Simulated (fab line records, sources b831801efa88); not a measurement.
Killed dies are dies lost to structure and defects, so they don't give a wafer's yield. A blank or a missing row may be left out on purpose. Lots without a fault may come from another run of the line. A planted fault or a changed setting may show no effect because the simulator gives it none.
Which tool did it? | flow sky130 | 12 lots, 34 wafers sampled, at 2 steps of a route of 708

WHAT THE GAUGES READ, wafer by wafer
SKY_VT_ADJUST_HVTP_OVL_MEAS_08. Usual: VT_ADJUST_HVTP_OVL 0.0 nm, standard deviation 1.2.
lot  | measured     | on         | VT_ADJUST_HVTP_OVL (nm) | flag
L368 | day 6 03:18  | overlay-02 | 0.1 1.8 0.3             |
L369 | day 6 09:47  | overlay-02 | 1.8 -1.7 -1.3           |
L372 | day 6 22:58  | overlay-02 | 1.4 -2.0 0.2            |
L373 | day 7 06:08  | overlay-01 | 1.4 0.8 1.9             |
L375 | day 8 12:38  | overlay-01 | 0.9 0.3 1.4             |
L379 | day 9 00:39  | overlay-01 | 0.7 1.1 0.6             |
L380 | day 10 02:50 | overlay-01 | 0.4 -1.5 -0.2           |
L382 | day 10 04:23 | overlay-01 | 2.5 2.4 0.6             |
L384 | day 10 15:06 | overlay-01 | -2.7                    |
L388 | day 11 08:32 | overlay-02 | 0.7 0.5 1.2             |
L389 | day 11 17:20 | overlay-01 | -1.2 -1.2 -0.2          |
L390 | day 11 22:35 | overlay-02 | -0.8 -2.0 -0.2          |

SKY_LDD_LDN_TW_MEAS_13. Usual: LDD_LDN_TW 1489, standard deviation 6.6.
lot  | measured     | on            | LDD_LDN_TW     | flag
L368 | day 22 11:32 | film_metro-01 | 1489 1496 1493 |
L369 | day 22 13:14 | film_metro-01 | 1494 1489 1498 |
L372 | day 23 14:02 | film_metro-03 | 1496 1495 1493 |
L373 | day 24 00:27 | film_metro-03 | 1503 1487 1498 |
L375 | day 25 11:37 | film_metro-04 | 1491 1490 1492 |
L379 | day 26 12:44 | film_metro-01 | 1488 1486 1482 |
L380 | day 27 20:20 | film_metro-03 | 1493 1480 1486 |
L382 | day 28 00:36 | film_metro-03 | 1486 1495 1500 |
L384 | day 28 17:13 | film_metro-01 | 1496           |
L388 | day 29 07:14 | film_metro-04 | 1483 1495 1495 |
L389 | day 29 19:44 | film_metro-01 | 1491 1491 1489 |
L390 | day 30 03:45 | film_metro-04 | 1482 1478 1485 |

WHICH TOOL RAN EACH LOT (tool, then ch and the chambers of the sampled wafers, then the start)
The record holds no process step before these readings.

WHAT THE TOOLS THEMSELVES READ (means of the sampled wafers that have a number; where no wafer has one, the mark that the record gives instead)
The record holds no such reading with a usual standard deviation.

THE ANSWER, worked out from the rows above alone
Rule: a lot is off if the mean of its wafers that have a number lies more than 3 standard deviations from the usual mean. A lot without any number at a reading at which 4 lots or more have one is off too. The other lots that the step has rows for count as sound. The gauges are gone through in route order, then the tools' own readings, and for those a lot's mean is taken as printed above. The first step at which some lot is off is used, and at that step the reading that is off furthest; a lot without a number counts as furthest.
No lot is off at any reading shown: from this, nothing can be told.

WHAT THE SIMULATOR HAD PUT IN
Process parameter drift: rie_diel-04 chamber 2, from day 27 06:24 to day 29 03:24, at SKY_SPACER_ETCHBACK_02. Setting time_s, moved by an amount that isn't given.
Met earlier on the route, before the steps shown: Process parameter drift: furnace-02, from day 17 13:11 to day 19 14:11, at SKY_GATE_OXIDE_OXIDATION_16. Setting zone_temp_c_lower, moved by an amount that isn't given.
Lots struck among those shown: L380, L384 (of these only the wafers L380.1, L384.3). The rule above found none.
